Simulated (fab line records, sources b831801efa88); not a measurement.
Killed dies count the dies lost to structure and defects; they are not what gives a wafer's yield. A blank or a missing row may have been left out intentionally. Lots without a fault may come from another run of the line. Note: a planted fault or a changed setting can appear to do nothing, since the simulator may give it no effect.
fab line records -- flow sky130
record lots=6, wafers=18, last-day=50
route steps=708 shown CONTACT@425 METAL1@434
lots that met no fault: taken from a fault-free run of the same line
start-h: hours from the record's first day to the start of the lot's first wafer shown -- wait-h: hours since the lot's step before -- " repeats the value in the row above -- L1.1+2: a single row standing in for several wafers -- - either no value or no given start -- * or withheld: withheld -- < > ~ a bound
route shown NAME@n: NAME is a module with steps in the file, n the number in the route of the first one -- usual: mean/standard deviation of fault-free wafers -- same: alike in all rows -- chamber/n: place in a boat -- sites: each site's reading -- _std_site: standard deviation of those values -- _edge_site: mean of outer sites minus mean of inner sites -- radius-mm: for every site, how far away it sits from the centre of the wafer -- mask NAME#n: copy n -- behind: the last tool/chamber to shape the wafer -- hold: cause of the lot's hold/its duration in hours/its outcome -- device: transistor that didn't switch, given as n, p or np -- end of line: the route-end tests of the same wafers -- a step without rows: its recipe alone -- killed: dies lost to structure and defects at the first sort, not the wafer's yield -- map: a wafer's dies, marking killed ones x, the rest . and places with no die _
set.NAME: setting as actually run; set.NAME@STEP: the setting as run at that earlier step -- model.NAME: the simulator's own value behind a step, which no gauge read
a table for each step, a row for each wafer; lots at some steps of the route
services: the hour from which a tool's chamber was out of use, counted from the record's first day as start-h (under 0 if before that day), plus the number of hours and why
## steps
# step SKY_CONTACT_STRIP_19
# recipe chemistry=O2/N2, power-w=1400, pressure-mtorr=1500, platen-temp-c=withheld, o2-flow-sccm=3000, n2-flow-sccm=300, overash-fraction=0.5
# step SKY_CONTACT_STRIP_20
# recipe chemistry=post-etch-residue-remover, time-s=1200, temp-c=72.5
# step SKY_CONTACT_CLEAN_21
# recipe chemistry=IPA, time-s=180, temp-c=25
# step SKY_CONTACT_CLEAN_22
# recipe chemistry=O3/DIW, dry=n2-spin
# step SKY_CONTACT_SPUTTER_23
# recipe material=TiN, target-thk-nm=20, chamber-pressure-pa=5, power-w=4000, time-s=80
# usual cathode-dc-power-W=4000.0/0.68, throttle-valve-pct=30.1/0.82
lot.wafer,tool,chamber,start-h,wait-h,cathode-dc-power-W,throttle-valve-pct
L460.1,pvd-sputter-03,-,743.24,0.0,3999.9,30.3
L460.3,pvd-sputter-03,-,743.24,0.0,4001.2,30.2
L460.5,pvd-sputter-03,-,743.24,0.0,4000.1,30.1
L461.3,pvd-sputter-01,-,744.36,0.0,4000.9,29.6
L461.5,pvd-sputter-01,-,744.36,0.0,3999.8,29.7
L461.6,pvd-sputter-01,-,744.36,0.0,4001.4,31.0
L468.2,pvd-sputter-03,-,798.45,0.0,3998.8,30.2
L468.3,pvd-sputter-03,-,798.45,0.0,4000.6,30.2
L468.5,pvd-sputter-03,-,798.45,0.0,3999.6,30.6
L469.1,pvd-sputter-01,-,812.18,0.0,4001.0,30.2
L469.2,pvd-sputter-01,-,812.18,0.0,3999.1,29.5
L469.3,pvd-sputter-01,-,812.18,0.0,4000.0,29.9
L479.1,pvd-sputter-03,-,869.80,0.0,3999.8,30.3
L479.3,pvd-sputter-03,-,869.80,0.0,3999.5,30.2
L479.4,pvd-sputter-03,-,869.80,0.0,3999.6,30.6
L482.1,pvd-sputter-04,-,904.27,0.0,4001.0,30.4
L482.3,pvd-sputter-04,-,904.27,0.0,3999.5,29.7
L482.6,pvd-sputter-04,-,904.27,0.0,3999.8,27.9
# step SKY_CONTACT_CVD_24
# recipe material=W, target-thk-nm=340, time-s=102.12, temp-c=400, pressure-torr=40
# usual heater-power-w=821/41
lot.wafer,tool,chamber,start-h,wait-h,heater-power-w
L460.1,cvd-w-01,1,743.31,0.0,823
L460.3,cvd-w-01,0,743.31,0.0,755
L460.5,cvd-w-01,1,743.31,0.0,822
L461.3,cvd-w-02,1,744.46,0.1,809
L461.5,cvd-w-02,0,744.46,0.1,873
L461.6,cvd-w-02,1,744.46,0.1,788
L468.2,cvd-w-02,1,798.51,0.0,797
L468.3,cvd-w-02,0,798.51,0.0,869
L468.5,cvd-w-02,1,798.51,0.0,779
L469.1,cvd-w-02,0,812.24,0.0,886
L469.2,cvd-w-02,1,812.24,0.0,804
L469.3,cvd-w-02,0,812.24,0.0,873
L479.1,cvd-w-02,0,869.86,0.0,902
L479.3,cvd-w-02,0,869.86,0.0,897
L479.4,cvd-w-02,1,869.86,0.0,791
L482.1,cvd-w-01,0,904.33,0.0,763
L482.3,cvd-w-01,0,904.33,0.0,770
L482.6,cvd-w-01,0,904.33,0.0,767
# step SKY_CONTACT_RS_MEAS_25
# recipe thk-meas-gauge=four-point-probe, reads=W_of_CONTACT_CVD_24+TiN_of_CONTACT_SPUTTER_23
# usual CONTACT_W_RS=0.339/0.0042
lot.wafer,tool,chamber,start-h,wait-h,CONTACT_W_RS[ohm/sq]
L460.1,film-metro-04,-,743.42,0.1,0.337
L460.3,film-metro-04,-,743.42,0.1,0.336
L460.5,film-metro-04,-,743.42,0.1,0.333
L461.3,film-metro-04,-,744.57,0.1,0.336
L461.5,film-metro-04,-,744.57,0.1,0.343
L461.6,film-metro-04,-,744.57,0.1,0.344
L468.2,film-metro-04,-,798.64,0.1,0.337
L468.3,film-metro-04,-,798.64,0.1,0.341
L468.5,film-metro-04,-,798.64,0.1,0.337
L469.1,film-metro-02,-,812.35,0.1,0.352
L469.2,film-metro-02,-,812.35,0.1,0.342
L469.3,film-metro-02,-,812.35,0.1,0.347
L479.1,film-metro-01,-,869.97,0.1,0.341
L479.3,film-metro-01,-,869.97,0.1,0.342
L479.4,film-metro-01,-,869.97,0.1,0.335
L482.1,film-metro-01,-,904.44,0.1,0.341
L482.3,film-metro-01,-,904.44,0.1,0.337
L482.6,film-metro-01,-,904.44,0.1,0.342
# step SKY_CONTACT_THK_MEAS_26
# recipe thk-meas-gauge=xrf, reads=W_of_CONTACT_CVD_24
# usual CONTACT_W_THK=341/5.2
lot.wafer,tool,chamber,start-h,wait-h,CONTACT_W_THK[nm]
L460.1,film-metro-04,-,743.54,0.1,345
L460.3,film-metro-04,-,743.54,0.1,345
L460.5,film-metro-04,-,743.54,0.1,346
L461.3,film-metro-04,-,744.67,0.1,345
L461.5,film-metro-04,-,744.67,0.1,337
L461.6,film-metro-04,-,744.67,0.1,337
L468.2,film-metro-04,-,798.75,0.1,345
L468.3,film-metro-04,-,798.75,0.1,340
L468.5,film-metro-04,-,798.75,0.1,346
L469.1,film-metro-02,-,812.47,0.1,329
L469.2,film-metro-02,-,812.47,0.1,339
L469.3,film-metro-02,-,812.47,0.1,332
L479.1,film-metro-01,-,870.09,0.1,341
L479.3,film-metro-01,-,870.09,0.1,341
L479.4,film-metro-01,-,870.09,0.1,348
L482.1,film-metro-01,-,904.56,0.1,342
L482.3,film-metro-01,-,904.56,0.1,349
L482.6,film-metro-01,-,904.56,0.1,344
# step SKY_CONTACT_CMP_27
# recipe stop-on=SiO2, t-overpolish-s=15, down-force-psi=3.5, platen-rpm=60, target-thk-nm=0, pad-velocity-m-s=0.94248
# usual motor-current-A=10.9/0.9, overpolish-run-s=14.998/0.0096, time-to-endpoint-s=80.7/2.5
lot.wafer,tool,chamber,start-h,wait-h,motor-current-A,overpolish-run-s,time-to-endpoint-s
L460.1,cmp-01,2,743.65,0.1,11.1,15.001,82.7
L460.3,cmp-01,0,743.65,0.1,11.5,14.993,83.0
L460.5,cmp-01,2,743.65,0.1,10.9,14.993,82.5
L461.3,cmp-01,0,744.76,0.1,11.2,14.978,79.5
L461.5,cmp-01,3,744.76,0.1,13.0,15.003,77.5
L461.6,cmp-01,0,744.76,0.1,11.4,15.012,75.3
L468.2,cmp-01,0,798.90,0.1,10.7,14.995,82.6
L468.3,cmp-01,1,798.90,0.1,9.5,14.995,76.0
L468.5,cmp-01,2,798.90,0.1,11.1,14.988,81.7
L469.2,cmp-01,1,812.58,0.1,10.1,15.003,78.8
L469.1,cmp-01,2,812.58,0.1,11.4,14.997,76.0
L469.3,cmp-01,3,812.58,0.1,12.0,14.990,80.2
L479.1,cmp-02,2,870.15,0.1,11.0,15.001,79.9
L479.4,cmp-02,0,870.15,0.1,10.4,14.981,80.8
L479.3,cmp-02,1,870.15,0.1,11.5,14.995,80.2
L482.3,cmp-02,1,904.72,0.1,11.1,14.999,83.8
L482.1,cmp-02,2,904.72,0.1,11.1,15.022,81.8
L482.6,cmp-02,3,904.72,0.1,10.8,14.993,77.2
# step SKY_METAL1_SPUTTER_00
# recipe material=Ti, target-thk-nm=15, power-w=3000, time-s=10, chamber-pressure-pa=0.4
# step SKY_METAL1_SPUTTER_01
# recipe material=TiN, target-thk-nm=20, power-w=6500, time-s=16.7, chamber-pressure-pa=0.4
# usual cathode-dc-power-W=6499.9/1.2, throttle-valve-pct=29.7/1.2
lot.wafer,tool,chamber,start-h,wait-h,cathode-dc-power-W,throttle-valve-pct
L460.1,pvd-sputter-04,-,743.92,0.0,6502.2,31.5
L460.3,pvd-sputter-04,-,743.92,0.0,6500.8,29.7
L460.5,pvd-sputter-04,-,743.92,0.0,6500.1,27.9
L461.3,pvd-sputter-03,-,745.03,0.0,6498.6,29.9
L461.5,pvd-sputter-03,-,745.03,0.0,6499.7,30.3
L461.6,pvd-sputter-03,-,745.03,0.0,6497.8,30.2
L468.2,pvd-sputter-04,-,799.12,0.0,6502.1,30.0
L468.3,pvd-sputter-04,-,799.12,0.0,6499.0,30.0
L468.5,pvd-sputter-04,-,799.12,0.0,6499.5,31.1
L469.1,pvd-sputter-04,-,812.85,0.0,6499.6,27.7
L469.2,pvd-sputter-04,-,812.85,0.0,6497.5,31.4
L469.3,pvd-sputter-04,-,812.85,0.0,6500.5,30.0
L479.1,pvd-sputter-02,-,870.47,0.0,6500.0,27.6
L479.3,pvd-sputter-02,-,870.47,0.0,6499.5,28.9
L479.4,pvd-sputter-02,-,870.47,0.0,6498.0,30.3
L482.1,pvd-sputter-02,-,904.94,0.0,6499.7,29.1
L482.3,pvd-sputter-02,-,904.94,0.0,6500.7,30.5
L482.6,pvd-sputter-02,-,904.94,0.0,6500.9,29.1
# step SKY_METAL1_SPUTTER_02
# recipe material=AlCu, target-thk-nm=250, power-w=10600, time-s=13.3, chamber-pressure-pa=0.4
# step SKY_METAL1_SPUTTER_03
# recipe material=Ti, target-thk-nm=5, power-w=3000, time-s=3.3, chamber-pressure-pa=0.4
# usual cathode-dc-power-W=3000.0/0.61, throttle-valve-pct=29.7/1.2
lot.wafer,tool,chamber,start-h,wait-h,cathode-dc-power-W,throttle-valve-pct,model.Ti_of_METAL1_SPUTTER_03.thk-nm
L460.1,pvd-sputter-04,-,743.97,0.0,3000.2,31.4,4.971
L460.3,pvd-sputter-04,-,743.97,0.0,2999.7,29.7,4.989
L460.5,pvd-sputter-04,-,743.97,0.0,2999.5,28.0,5.097
L461.3,pvd-sputter-03,-,745.09,0.0,3001.1,30.3,4.947
L461.5,pvd-sputter-03,-,745.09,0.0,3000.7,30.5,4.987
L461.6,pvd-sputter-03,-,745.09,0.0,2999.9,30.0,5.037
L468.2,pvd-sputter-04,-,799.17,0.0,2999.2,30.0,4.998
L468.3,pvd-sputter-04,-,799.17,0.0,3001.0,29.9,5.009
L468.5,pvd-sputter-04,-,799.17,0.0,3717.1,31.2,6.23
L469.1,pvd-sputter-04,-,812.90,0.0,3000.6,27.7,5.127
L469.2,pvd-sputter-04,-,812.90,0.0,3718.3,31.1,6.217
L469.3,pvd-sputter-04,-,812.90,0.0,3000.2,29.8,5.009
L479.1,pvd-sputter-02,-,870.52,0.0,3000.2,27.5,4.942
L479.3,pvd-sputter-02,-,870.52,0.0,3000.7,29.2,5.054
L479.4,pvd-sputter-02,-,870.52,0.0,3000.4,30.7,4.941
L482.1,pvd-sputter-02,-,904.99,0.0,2999.0,29.2,5.184
L482.3,pvd-sputter-02,-,904.99,0.0,2999.8,30.3,5.249
L482.6,pvd-sputter-02,-,904.99,0.0,2998.9,29.1,5.223
# step SKY_METAL1_SPUTTER_04
# recipe material=TiN, target-thk-nm=70, power-w=6500, time-s=58.3, chamber-pressure-pa=0.4
# usual cathode-dc-power-W=6499.8/1.3, throttle-valve-pct=29.7/1.2
lot.wafer,tool,chamber,start-h,wait-h,cathode-dc-power-W,throttle-valve-pct
L460.1,pvd-sputter-04,-,743.99,0.0,6500.5,31.5
L460.3,pvd-sputter-04,-,743.99,0.0,6501.6,29.7
L460.5,pvd-sputter-04,-,743.99,0.0,6498.2,27.7
L461.3,pvd-sputter-03,-,745.11,0.0,6500.2,30.2
L461.5,pvd-sputter-03,-,745.11,0.0,6498.4,30.3
L461.6,pvd-sputter-03,-,745.11,0.0,6498.2,30.4
L468.2,pvd-sputter-04,-,799.19,0.0,6500.5,30.2
L468.3,pvd-sputter-04,-,799.19,0.0,6500.5,30.0
L468.5,pvd-sputter-04,-,799.19,0.0,6497.4,31.2
L469.1,pvd-sputter-04,-,812.92,0.0,6498.3,27.5
L469.2,pvd-sputter-04,-,812.92,0.0,6500.8,31.0
L469.3,pvd-sputter-04,-,812.92,0.0,6499.1,29.9
L479.1,pvd-sputter-02,-,870.54,0.0,6497.6,27.5
L479.3,pvd-sputter-02,-,870.54,0.0,6499.1,29.2
L479.4,pvd-sputter-02,-,870.54,0.0,6499.8,30.4
L482.1,pvd-sputter-02,-,905.01,0.0,6500.8,29.2
L482.3,pvd-sputter-02,-,905.01,0.0,6498.5,30.5
L482.6,pvd-sputter-02,-,905.01,0.0,6500.2,29.2
## services
tool,chamber,start-h,hours,kind
pvd-sputter-04,3,725.53,-,consumable-replace:kit
pvd-sputter-04,3,725.53,18.0,scheduled-down
pvd-sputter-04,3,725.53,18.0,vent-cycle
pvd-sputter-02,1,730.34,-,consumable-replace:kit
pvd-sputter-02,1,730.34,18.0,scheduled-down
cmp-02,-,744.00,4.0,pm
pvd-sputter-03,-,745.26,2.9,repair
pvd-sputter-04,-,752.80,1.0,repair
pvd-sputter-01,-,761.34,2.3,repair
pvd-sputter-03,-,766.32,23.6,repair
cmp-02,-,781.76,1.7,repair
pvd-sputter-03,-,788.46,3.2,repair
pvd-sputter-01,-,790.33,3.9,repair
pvd-sputter-03,-,814.06,7.5,repair
pvd-sputter-01,-,822.19,1.8,repair
cmp-02,-,839.38,2.3,repair
cmp-02,-,856.23,11.6,pm
pvd-sputter-01,-,857.49,0.5,repair
cvd-w-01,-,882.08,0.3,repair
pvd-sputter-02,-,891.58,9.5,repair
cvd-w-02,-,892.70,6.0,pm
cmp-01,-,896.85,4.7,pm
pvd-sputter-01,-,897.41,1.5,repair
cvd-w-02,-,904.00,14.0,pm
## key
first-sign step=SKY_METAL1_SPUTTER_03, reading=cathode-dc-power-W, direction=up, sigmas=99+, usual=3000.0, struck=3717.7
effect none on later readings
model-effect step=SKY_METAL1_SPUTTER_03, value=Ti_of_METAL1_SPUTTER_03.thk-nm, without=5.027, struck=6.223
met-at SKY_METAL1_SPUTTER_03
struck-wafers L468.5,L469.2
onset-between 743.97 799.17
fault kind=process-parameter-drift, tool=pvd-sputter-04, chamber=-, onset-h=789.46, steps=SKY_METAL1_SPUTTER_03, channel=power-w, offset=*, shape=step, end-h=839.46, acts-in=*, stated=*, scope=struck-wafers-only
